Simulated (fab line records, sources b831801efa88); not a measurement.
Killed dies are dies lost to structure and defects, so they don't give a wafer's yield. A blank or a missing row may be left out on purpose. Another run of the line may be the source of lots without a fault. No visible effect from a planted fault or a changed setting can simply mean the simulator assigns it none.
fab line records    flow sky130    part 1 of 2: steps 1 to 31 of 32
[record] lots = 6  wafers = 18  last_day = 50
route steps=708 shown FIELD_ISO@1 PAD_OPEN@708
lots with no fault: from the same line, run without faults
start_h: start of the lot's first displayed wafer, in hours after the record's first day    wait_h: hours since the lot's step before    " as in the row above    L1.1+2: several wafers, shown together as one row    - either no value or no given start    * or withheld: withheld    < > ~ a bound
route shown NAME@n: names a module that has steps shown in the file, with the first one's number in the route    usual: average and standard deviation across the fault-free wafers    same: alike in all rows    chamber/n: place in a boat    sites: per-site readings    _std_site: standard deviation across them    _edge_site: inner sites' mean taken away from outer sites' mean    radius_mm: how far each site lies from the wafer's centre    mask NAME#n: copy n    behind: the last tool/chamber to shape the wafer    hold: what put the lot on hold/how long, in hours/how the hold closed    device: whichever transistor did not switch (one of n, p or np)    end of line: tests of these same wafers at the route's end    a step given without rows: its recipe and nothing more    killed: at the first sort, the dies lost to defects and structure; wafer yield is something else    map: shows each die of a wafer: x if killed, . if not, _ if none is there
set.NAME: the setting as run; set.NAME@STEP: as run at that earlier step    model.NAME: the simulator's own value behind a step, which no gauge read
lots at selected steps of the route; one table per step, one row per wafer
services: the hour from which a tool's chamber was out of use, counted from the record's first day as start_h (under 0 if before that day), plus the number of hours and why
[[steps]]
[step SKY_FIELD_ISO_BOW_MEAS_00]
[recipe] mode = bow
[usual] INCOMING_BOW = 0/6.4
lot.wafer  tool           chamber  start_h  wait_h  INCOMING_BOW[um]
L978.4     film_metro-02  -        10.06    -       3
L978.5     "              -        "        "       -6
L978.6     "              -        "        "       4
L988.1     film_metro-03  -        60.00    -       4
L988.3     "              -        "        "       3
L988.5     "              -        "        "       -3
L993.2     film_metro-04  -        85.02    -       -4
L993.3     "              -        "        "       8
L993.5     "              -        "        "       10
L994.2     film_metro-04  -        90.02    -       8
L994.4     "              -        "        "       -2
L994.5     "              -        "        "       -4
L997.1     film_metro-03  -        105.00   -       -12
L997.5     "              -        "        "       -3
L997.6     "              -        "        "       1
L999.2     film_metro-04  -        115.02   -       10
L999.3     "              -        "        "       8
L999.6     "              -        "        "       -4
[step SKY_FIELD_ISO_OXIDATION_01]
[recipe] temp_c = 900  ambient = O2  stabilise_s = 600  purge_s = 300  target_thk_a = 120  ox_time_s = 1843
[usual] spike_tc_bottom_C = 918.7/1.1  spike_tc_centre_C = 900.0/1.1  spike_tc_lower_C = 899.8/1  spike_tc_top_C = 912/4.9  spike_tc_upper_C = 899.6/1.1  tube_center_temp_C = 900/0.077  tube_center_temp_C_max = 902.3/0.33  zone_power_bottom_pct = 26.2/0.72  zone_power_centre_pct = 19.2/0.61  zone_power_top_pct = 36.8/0.48  zone_power_upper_pct = 18.9/1.1
lot.wafer  tool        chamber  start_h  wait_h  spike_tc_bottom_C  spike_tc_centre_C  spike_tc_lower_C  spike_tc_top_C  spike_tc_upper_C  tube_center_temp_C  tube_center_temp_C_max  zone_power_bottom_pct  zone_power_centre_pct  zone_power_top_pct  zone_power_upper_pct  model.SiO2_of_FIELD_ISO_OXIDATION_01.thk_nm
L978.4     furnace-01  0        10.12    0.0     920.6              901.7              899.1             907             901.0             900.04              902.2                   26.8                   19.7                   36.3                19.8                  11.9
L978.5     "           0        "        "       920.5              898.4              899.1             906             899.9             900.07              902.7                   27.3                   19.7                   36.6                20.0                  11.77
L978.6     "           0        "        "       920.8              900.4              900.0             907             900.3             900.01              902.4                   27.2                   19.3                   36.7                20.1                  11.9
L988.1     furnace-02  0        60.82    0.8     918.2              900.6              900.8             917             898.6             899.97              902.0                   25.5                   18.9                   37.1                17.9                  12.5
L988.3     "           0        "        "       917.5              899.3              899.7             917             900.9             900.05              902.8                   25.5                   18.6                   37.1                17.6                  12.59
L988.5     "           0        "        "       917.8              900.4              900.3             916             897.1             900                 901.7                   25.4                   18.5                   36.9                18.0                  12.47
L993.2     furnace-01  0        85.12    0.1     962.0              944.1              944.8             949             943.6             944.46              946.4                   29.9                   22.2                   39.5                22.2                  19.05
L993.3     "           0        "        "       962.5              945.8              944.2             951             944.4             944.56              947.0                   29.8                   22.1                   39.2                22.7                  18.83
L993.5     "           0        "        "       963.7              942.5              942.8             952             944.4             944.31              946.9                   29.9                   22.2                   39.2                22.6                  18.9
L994.2     furnace-01  0        90.12    0.1     963.3              944.7              944.4             952             944.5             944.65              947.5                   29.7                   22.1                   39.2                22.3                  18.79
L994.4     "           0        "        "       964.5              944.3              944.2             950             943.4             944.59              946.7                   30.2                   22.0                   39.7                22.3                  19.05
L994.5     "           0        "        "       962.5              944.7              945.3             951             941.6             944.46              946.7                   29.9                   22.0                   39.8                22.5                  18.85
L997.1     furnace-02  0        105.12   0.1     918.2              899.6              899.9             917             901.2             900.02              901.8                   25.3                   18.7                   36.7                17.6                  12.03
L997.5     "           0        "        "       917.1              900.5              899.6             917             901.1             900.2               902.7                   25.8                   18.9                   36.8                17.5                  12.27
L997.6     "           0        "        "       919.0              902.2              900.3             917             900.3             900.03              902.8                   25.1                   18.5                   37.2                17.9                  12.16
L999.2     furnace-02  0        117.59   2.5     919.3              900.3              901.5             916             899.9             900.04              902.3                   25.5                   18.7                   37.4                17.8                  11.55
L999.3     "           0        "        "       918.7              900.1              901.0             917             901.2             900.03              902.0                   25.8                   18.7                   37.0                17.9                  11.95
L999.6     "           0        "        "       919.0              901.0              902.0             916             900.3             899.93              902.0                   25.4                   18.6                   37.4                17.7                  12
[step SKY_FIELD_ISO_THK_MEAS_02]
[recipe] reads = SiO2_of_FIELD_ISO_OXIDATION_01
[usual] FIELD_ISO_OXIDATION_00_THK = 12.09/0.25
lot.wafer  tool           chamber  start_h  wait_h  FIELD_ISO_OXIDATION_00_THK[nm]
L978.4     film_metro-02  -        11.66    0.0     11.88
L978.5     "              -        "        "       11.76
L978.6     "              -        "        "       11.89
L988.1     film_metro-04  -        62.33    0.0     12.52
L988.3     "              -        "        "       12.60
L988.5     "              -        "        "       12.54
L993.2     film_metro-03  -        86.64    0.0     19.02
L993.3     "              -        "        "       18.84
L993.5     "              -        "        "       18.92
L994.2     film_metro-04  -        91.64    0.0     18.81
L994.4     "              -        "        "       19.01
L994.5     "              -        "        "       18.86
L997.1     film_metro-02  -        106.63   0.0     12.04
L997.5     "              -        "        "       12.27
L997.6     "              -        "        "       12.18
L999.2     film_metro-03  -        119.11   0.0     11.56
L999.3     "              -        "        "       11.99
L999.6     "              -        "        "       12.02
[step SKY_FIELD_ISO_CVD_03]
[recipe] material = Si3N4  precursor = DCS/NH3  target_thk_nm = 165  temp_c = 770  time_s = 2830  pressure_mtorr = 250
[step SKY_FIELD_ISO_THK_MEAS_04]
[recipe] reads = Si3N4_of_FIELD_ISO_CVD_03
[usual] FIELD_ISO_CVD_03_THK = 164.5/1.5
lot.wafer  tool           chamber  start_h  wait_h  FIELD_ISO_CVD_03_THK[nm]
L978.4     film_metro-03  -        13.89    0.0     165.1
L978.5     "              -        "        "       165.4
L978.6     "              -        "        "       166.2
L988.1     film_metro-04  -        64.18    0.0     167.3
L988.3     "              -        "        "       168.8
L988.5     "              -        "        "       168.9
L993.2     film_metro-03  -        88.86    0.0     164.5
L993.3     "              -        "        "       163.2
L993.5     "              -        "        "       165.2
L994.2     film_metro-03  -        93.49    0.0     163.8
L994.4     "              -        "        "       165.2
L994.5     "              -        "        "       164.7
L997.1     film_metro-03  -        108.48   0.0     161.2
L997.5     "              -        "        "       161.7
L997.6     "              -        "        "       161.0
L999.2     film_metro-03  -        120.95   0.0     162.3
L999.3     "              -        "        "       163.4
L999.6     "              -        "        "       164.0
[step SKY_FIELD_ISO_DEHYDRATE_05]
[recipe] temp_c = 200  time_s = 60
[step SKY_FIELD_ISO_HMDS_06]
[recipe] prime_time_s = 60  prime_temp_c = 120
[step SKY_FIELD_ISO_COAT_07]
[recipe] resist = BARC  temp_c = withheld  time_s = withheld  spin_rpm = 3000  resist_thk_nm = 60
[step SKY_FIELD_ISO_COAT_08]
[recipe] resist = KrF-thick  spin_rpm = 3000  resist_thk_nm = 450
[step SKY_FIELD_ISO_SOFTBAKE_09]
[recipe] temp_c = 100  time_s = 90  resist = KrF-thick
[step SKY_FIELD_ISO_EXPOSE_10]
[recipe] mask_id = FOM  na = 0.68  source_shape = annular  sigma_inner = 0.4  sigma_outer = 0.8  target_cd_nm = 150  dose_mj = 28
[step SKY_FIELD_ISO_PEB_11]
[recipe] peb_temp_c = withheld  peb_time_s = withheld  resist = KrF-thick
[step SKY_FIELD_ISO_DEVELOP_12]
[recipe] develop_time_s = 60  resist = KrF-thick  dev_temp_c = 21
[step SKY_FIELD_ISO_CD_MEAS_13]
[recipe] target_cd_nm = 150
[usual] cd_nm = 150.1/1.6
lot.wafer  tool       chamber  start_h  wait_h  cd_nm
L978.4     cd_sem-01  -        28.42    -       145.9
L978.5     "          -        "        "       147.4
L978.6     "          -        "        "       146.7
L988.1     cd_sem-01  -        80.42    -       151.6
L988.3     "          -        "        "       151.5
L988.5     "          -        "        "       150.9
L993.2     cd_sem-01  -        106.63   -       150.4
L993.3     "          -        "        "       149.9
L993.5     "          -        "        "       149.4
L994.2     cd_sem-02  -        111.20   -       153.7
L994.4     "          -        "        "       153.4
L994.5     "          -        "        "       153.5
L997.1     cd_sem-01  -        126.46   -       151.4
L997.5     "          -        "        "       149.8
L997.6     "          -        "        "       149.0
L999.2     cd_sem-02  -        139.25   -       150.2
L999.3     "          -        "        "       150.4
L999.6     "          -        "        "       151.1
[step SKY_FIELD_ISO_ETCH_14]
[recipe] chemistry = N2/H2  target = BARC  ion_energy_ev = 200  source_w = 500  bias_w = 100  pressure_mtorr = 30  n2_flow_sccm = 100  h2_flow_sccm = 200  stop_on = SiO2  time_s = 45.9  target_depth_a = 600
[usual] drypump_motor_current_A = 5.6/0.56  oes_product_au = 0.855/0.0046  rf_fwd_power_W = 494.5/1.9  throttle_valve_pct = 13.225/0.0092
[same] time_s = 45.9
lot.wafer  tool         chamber  start_h  wait_h  drypump_motor_current_A  oes_product_au  rf_fwd_power_W  rf_hours_counter_h  throttle_valve_pct
L978.4     rie_diel-03  2        28.48    0.0     5.1                      0.848           494.1           107                 13.212
L978.5     "            2        "        "       5.1                      0.855           494.9           -                   13.212
L978.6     "            3        "        "       6.7                      0.853           493.7           -                   13.222
L988.1     rie_diel-02  3        80.54    0.1     5.9                      0.859           494.1           104                 13.213
L988.3     "            0        "        "       5.0                      0.863           494.9           149                 13.239
L988.5     "            1        "        "       5.0                      0.855           492.6           -                   13.238
L993.2     rie_diel-03  0        106.73   0.1     5.6                      0.860           491.1           0                   13.230
L993.3     "            2        "        "       5.1                      0.857           494.8           109                 13.223
L993.5     "            0        "        "       5.6                      0.863           491.6           -                   13.212
L994.2     rie_diel-03  2        111.30   0.1     5.1                      0.859           495.7           109                 13.235
L994.4     "            3        "        "       6.7                      0.863           491.1           1                   13.221
L994.5     "            2        "        "       5.1                      0.848           495.1           -                   13.222
L997.1     rie_diel-02  2        126.58   0.1     5.1                      0.849           494.0           37                  13.237
L997.5     "            1        "        "       5.0                      0.858           493.2           -                   13.206
L997.6     "            2        "        "       5.2                      0.854           495.4           -                   13.232
L999.2     rie_diel-03  2        139.35   0.1     5.1                      0.852           494.9           110                 13.200
L999.3     "            1        "        "       5.3                      0.844           493.3           83                  13.215
L999.6     "            3        "        "       6.7                      0.851           492.3           -                   13.238
[step SKY_FIELD_ISO_ETCH_15]
[recipe] chemistry = CHF3/O2  target_depth_nm = 180  stop_on = Si  source_w = 600  bias_w = 200  pressure_mtorr = 40  chf3_flow_sccm = 50  O2_flow_sccm = 5  time_s = 72
[usual] drypump_motor_current_A = 5.6/0.56  oes_product_au = 0.945/0.0071  rf_fwd_power_W = 595.1/2.5  throttle_valve_pct = 8.844/0.01
[same] time_s = 72
lot.wafer  tool         chamber  start_h  wait_h  drypump_motor_current_A  oes_product_au  rf_fwd_power_W  rf_hours_counter_h  throttle_valve_pct
L978.4     rie_diel-03  2        28.52    0.0     5.1                      0.943           591.4           107                 8.845
L978.5     "            2        "        "       5.1                      0.949           592.8           -                   8.848
L978.6     "            3        "        "       6.7                      0.954           591.1           -                   8.838
L988.1     rie_diel-02  3        80.59    0.0     5.9                      0.955           591.6           104                 8.858
L988.3     "            0        "        "       5.0                      0.960           593.9           149                 8.855
L988.5     "            1        "        "       5.0                      0.959           595.9           -                   8.858
L993.2     rie_diel-03  0        106.77   0.0     5.6                      0.944           597.3           0                   8.856
L993.3     "            2        "        "       5.1                      0.947           597.2           109                 8.847
L993.5     "            0        "        "       5.6                      0.958           594.1           -                   8.841
L994.2     rie_diel-03  2        111.34   0.0     5.1                      0.939           595.7           109                 8.857
L994.4     "            3        "        "       6.7                      0.947           592.6           1                   8.842
L994.5     "            2        "        "       5.1                      0.938           591.7           -                   8.842
L997.1     rie_diel-02  2        126.62   0.0     5.2                      0.934           595.3           37                  8.851
L997.5     "            1        "        "       5.0                      0.939           594.8           -                   8.836
L997.6     "            2        "        "       5.2                      0.932           596.0           -                   8.835
L999.2     rie_diel-03  2        139.39   0.0     5.0                      0.938           600.1           110                 8.839
L999.3     "            1        "        "       5.3                      0.941           598.7           83                  8.848
L999.6     "            3        "        "       6.7                      0.934           588.8           -                   8.834
[step SKY_FIELD_ISO_STRIP_16]
[recipe] chemistry = O2/N2  power_w = 1400  pressure_mtorr = 1500  platen_temp_c = withheld  o2_flow_sccm = 3000  n2_flow_sccm = 300  overash_fraction = 0.5
[usual] drypump_motor_current_A = 5.54/0.24  oes_product_au = 0.378/0.0049  strip_time_to_endpoint_s = 3.550/0.024
lot.wafer  tool             chamber  start_h  wait_h  drypump_motor_current_A  oes_product_au  rf_hours_counter_h  strip_time_to_endpoint_s
L978.4     plasma_asher-01  1        28.61    0.1     5.86                     0.375           -                   3.574
L978.5     "                0        "        "       6.05                     0.388           -                   3.571
L978.6     "                1        "        "       5.87                     0.381           -                   3.560
L988.1     plasma_asher-01  1        80.64    0.0     5.86                     0.382           39                  3.535
L988.3     "                1        "        "       5.86                     0.375           -                   3.537
L988.5     "                1        "        "       5.89                     0.379           -                   3.541
L993.2     plasma_asher-03  0        106.83   0.0     5.37                     0.380           43                  3.605
L993.3     "                0        "        "       5.37                     0.377           -                   3.582
L993.5     "                1        "        "       5.57                     0.383           -                   3.579
L994.2     plasma_asher-03  0        111.40   0.0     5.36                     0.369           44                  3.566
L994.4     "                0        "        "       5.36                     0.373           -                   3.572
L994.5     "                0        "        "       5.37                     0.386           -                   3.569
L997.1     plasma_asher-03  0        126.68   0.0     5.35                     0.383           46                  3.571
L997.5     "                1        "        "       5.57                     0.370           -                   3.538
L997.6     "                0        "        "       5.35                     0.379           -                   3.555
L999.2     plasma_asher-03  0        139.45   0.0     5.33                     0.373           47                  3.554
L999.3     "                0        "        "       5.34                     0.380           -                   3.541
L999.6     "                1        "        "       5.59                     0.380           -                   3.562
[step SKY_FIELD_ISO_ETCH_17]
[recipe] target_depth_a = 3420  mask_material = Si3N4  chemistry = HBr/Cl2/O2  target = Si  taper_deg = 5  icp_w = 600  bias_w = 150  pressure_mtorr = 15  HBr_flow_sccm = 150  Cl2_flow_sccm = 40  O2_flow_sccm = 6  time_s = 97.7
[usual] drypump_motor_current_A = 5.49/0.24  mfc_cl2_sccm = 39.99/0.13  oes_product_au = 1.003/0.0083  rf_fwd_power_W = 595.7/2  throttle_valve_pct = 25.655/0.01
[same] time_s = 97.7
lot.wafer  tool       chamber  start_h  wait_h  drypump_motor_current_A  mfc_cl2_sccm  oes_product_au  rf_fwd_power_W  rf_hours_counter_h  throttle_valve_pct
L978.4     rie_si-02  2        28.68    0.0     5.47                     40.05         1.008           595.6           2                   25.650
L978.5     "          3        "        "       5.39                     39.90         0.988           595.2           -                   25.679
L978.6     "          2        "        "       5.48                     39.89         1.009           594.7           -                   25.647
L988.1     rie_si-02  3        80.74    0.1     5.42                     39.85         1.003           594.6           35                  25.654
L988.3     "          1        "        "       5.34                     40.07         1.011           594.3           3                   25.648
L988.5     "          2        "        "       5.50                     40.14         0.998           593.0           -                   25.660
L993.2     rie_si-01  2        106.93   0.1     6.24                     39.99         1.013           595.9           1                   25.638
L993.3     "          3        "        "       5.17                     40.23         1.015           594.7           98                  25.656
L993.5     "          3        "        "       5.19                     39.95         1.019           595.8           -                   25.658
L994.2     rie_si-02  2        111.50   0.1     5.44                     39.81         1.000           594.1           3                   25.650
L994.4     "          3        "        "       5.42                     40.27         0.997           596.3           35                  25.654
L994.5     "          1        "        "       5.35                     39.92         1.004           592.5           -                   25.656
L997.1     rie_si-01  3        126.78   0.1     5.19                     40.04         0.999           596.5           98                  25.647
L997.5     "          1        "        "       5.47                     40.04         0.998           599.6           -                   25.645
L997.6     "          0        "        "       5.66                     39.96         1.001           597.1           -                   25.657
L999.2     rie_si-02  3        139.55   0.1     5.43                     40.17         0.997           595.8           36                  25.663
L999.3     "          0        "        "       5.44                     40.05         0.988           599.0           43                  25.668
L999.6     "          0        "        "       5.44                     40.05         0.989           596.7           -                   25.671
[step SKY_FIELD_ISO_WET_ETCH_18]
[recipe] chemistry = H3PO4  target_depth_nm = 25  temp_c = 160  target = Si3N4  time_s = 286
[step SKY_FIELD_ISO_CLEAN_19]
[recipe] chemistry = SC1/SC2  mix = 1:4:20  temp_c = 70  time_s = 150
[step SKY_FIELD_ISO_CLEAN_20]
[recipe] chemistry = dHF  time_s = 20  dilution = 100:1
[step SKY_FIELD_ISO_WET_ETCH_21]
[recipe] chemistry = dHF  dilution = 100:1  target_depth_nm = 20  dry = ipa_marangoni  target = SiO2  temp_c = 25  time_s = 400
[step SKY_FIELD_ISO_OXIDATION_22]
[recipe] temp_c = 950  ambient = O2  stabilise_s = 600  purge_s = 300  target_thk_a = 100  ox_time_s = 623
[step SKY_FIELD_ISO_THK_MEAS_23]
[recipe] reads = SiO2_of_FIELD_ISO_OXIDATION_22
[usual] FIELD_ISO_OXIDATION_01_THK = 10.08/0.2
lot.wafer  tool           chamber  start_h  wait_h  FIELD_ISO_OXIDATION_01_THK[nm]
L978.4     film_metro-04  -        30.85    0.0     10.13
L978.5     "              -        "        "       10.26
L978.6     "              -        "        "       10.11
L988.1     film_metro-04  -        82.81    0.0     9.91
L988.3     "              -        "        "       10.06
L988.5     "              -        "        "       9.81
L993.2     film_metro-03  -        110.76   0.0     9.53
L993.3     "              -        "        "       9.52
L993.5     "              -        "        "       9.48
L994.2     film_metro-03  -        114.86   0.0     9.90
L994.4     "              -        "        "       9.92
L994.5     "              -        "        "       9.84
L997.1     film_metro-02  -        130.03   0.0     10.07
L997.5     "              -        "        "       10.13
L997.6     "              -        "        "       10.10
L999.2     film_metro-04  -        141.08   0.0     10.15
L999.3     "              -        "        "       10.23
L999.6     "              -        "        "       10.20
[step SKY_FIELD_ISO_CVD_24]
[recipe] material = SiO2  target_thk_nm = 595  temp_c = 650  sigma_open_frac = 0.3  time_s = 99.2  sih4_flow_sccm = 60  pressure_mtorr = 6
[step SKY_FIELD_ISO_THK_MEAS_25]
[recipe] reads = SiO2_of_FIELD_ISO_CVD_24
[usual] FIELD_ISO_CVD_24_THK = 594/5.3
lot.wafer  tool           chamber  start_h  wait_h  FIELD_ISO_CVD_24_THK[nm]
L978.4     film_metro-03  -        30.98    0.0     590
L978.5     "              -        "        "       600
L978.6     "              -        "        "       597
L988.1     film_metro-03  -        82.97    0.0     596
L988.3     "              -        "        "       594
L988.5     "              -        "        "       592
L993.2     film_metro-02  -        110.89   0.0     592
L993.3     "              -        "        "       598
L993.5     "              -        "        "       596
L994.2     film_metro-02  -        114.99   0.0     598
L994.4     "              -        "        "       597
L994.5     "              -        "        "       593
L997.1     film_metro-02  -        130.16   0.0     592
L997.5     "              -        "        "       603
L997.6     "              -        "        "       594
L999.2     film_metro-02  -        141.21   0.0     587
L999.3     "              -        "        "       599
L999.6     "              -        "        "       589
[step SKY_FIELD_ISO_ANNEAL_26]
[recipe] temp_c = 1000  time_s = 1800  ambient = N2
[step SKY_FIELD_ISO_CMP_27]
[recipe] stop_on = Si3N4  t_overpolish_s = 16  down_force_psi = 4  platen_rpm = 60  target_thk_nm = 457.8  pad_velocity_m_s = 0.94248
[usual] motor_current_A = 12.2/0.93
lot.wafer  tool    chamber  start_h  wait_h  motor_current_A
L978.4     cmp-01  3        33.56    0.1     12.6
L978.5     "       1        "        "       13.5
L978.6     "       2        "        "       10.7
L988.3     cmp-01  0        84.58    0.1     12.2
L988.1     "       2        "        "       11.6
L988.5     "       3        "        "       12.7
L993.2     cmp-01  1        114.12   0.1     13.1
L993.3     "       3        "        "       12.9
L993.5     "       0        "        "       11.4
L994.2     cmp-02  1        118.37   0.1     13.0
L994.4     "       2        "        "       12.9
L994.5     "       1        "        "       13.4
L997.1     cmp-02  2        133.06   0.0     12.6
L997.5     "       2        "        "       13.7
L997.6     "       3        "        "       12.6
L999.3     cmp-01  2        143.72   0.0     10.5
L999.2     "       0        "        "       11.5
L999.6     "       3        "        "       12.1
[step SKY_FIELD_ISO_WET_ETCH_28]
[recipe] chemistry = dHF  target_depth_nm = 23.7  target = SiO2  dilution = 10:1  temp_c = 25  time_s = 47
[step SKY_FIELD_ISO_WET_ETCH_29]
[recipe] chemistry = H3PO4  target_depth_nm = 160  target = Si3N4  temp_c = 160  time_s = 1825
[usual] bath_guard_temp_C = 159.7/0.47
[same] time_s = 1825
lot.wafer  tool          chamber  start_h  wait_h  bath_guard_temp_C  model.SiO2_of_FIELD_ISO_OXIDATION_01.thk_nm
L978.4     wet_bench-02  1        33.78    0.0     159.6              11.58
L978.5     "             1        "        "       159.3              11.45
L978.6     "             1        "        "       159.6              11.58
L988.1     wet_bench-01  1        84.86    0.0     159.1              12.18
L988.3     "             1        "        "       158.8              12.26
L988.5     "             1        "        "       159.0              12.15
L993.2     wet_bench-04  2        114.39   0.0     159.7              18.72
L993.3     "             2        "        "       159.5              18.5
L993.5     "             2        "        "       159.3              18.57
L994.2     wet_bench-02  1        118.64   0.0     159.6              18.47
L994.4     "             1        "        "       159.6              18.73
L994.5     "             1        "        "       159.3              18.53
L997.1     wet_bench-02  3        133.38   0.0     159.7              11.71
L997.5     "             3        "        "       159.2              11.94
L997.6     "             3        "        "       159.4              11.84
L999.2     wet_bench-04  3        144.04   0.0     160.3              11.23
L999.3     "             3        "        "       160.1              11.62
L999.6     "             3        "        "       160.1              11.68
[step SKY_FIELD_ISO_WET_ETCH_30]
[recipe] chemistry = dHF  target_depth_nm = 25  target = SiO2  dilution = 10:1  temp_c = 25  time_s = 50
[[key]]
[first_sign] step = SKY_FIELD_ISO_OXIDATION_01  reading = tube_center_temp_C  direction = up  sigmas = 99+  usual = *  struck = *
[effect] step = SKY_FIELD_ISO_OXIDATION_01  reading = tube_center_temp_C_max  direction = up  sigmas = 99+  usual = *  struck = *
[effect] step = SKY_FIELD_ISO_THK_MEAS_02  reading = FIELD_ISO_OXIDATION_00_THK  direction = up  sigmas = 27  usual = 12.09  struck = 18.91
[model_effect] step = SKY_FIELD_ISO_OXIDATION_01  value = SiO2_of_FIELD_ISO_OXIDATION_01.thk_nm  without = 11.87  struck = 18.91
[model_effect] step = SKY_FIELD_ISO_WET_ETCH_29  value = SiO2_of_FIELD_ISO_OXIDATION_01.thk_nm  without = 11.55  struck = 18.59
[model_effect] step = SKY_PAD_OPEN_PROBE_99  value = etest.sram_nfet_pass.off_log10_a_um  without = -12.64  struck = -13.04
met_at SKY_FIELD_ISO_OXIDATION_01
struck_wafers L993.2,L993.3,L993.5,L994.2,L994.4,L994.5
tester_left_out L993,L994
onset_between 10.12 85.12
[fault] kind = process_parameter_drift  tool = furnace-01  chamber = -  onset_h = 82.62  steps = SKY_FIELD_ISO_OXIDATION_01  channel = temp_c  offset = *  shape = step  end_h = 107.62  acts_in = *  stated = *
// tester_left_out: of these lots the tester's yield and bins aren't shown, on N5 and GAA mostly nor the transistor test; their killed dies are dies lost to structure and defects alone, not to doping, threshold or leakage, so they don't give the yield
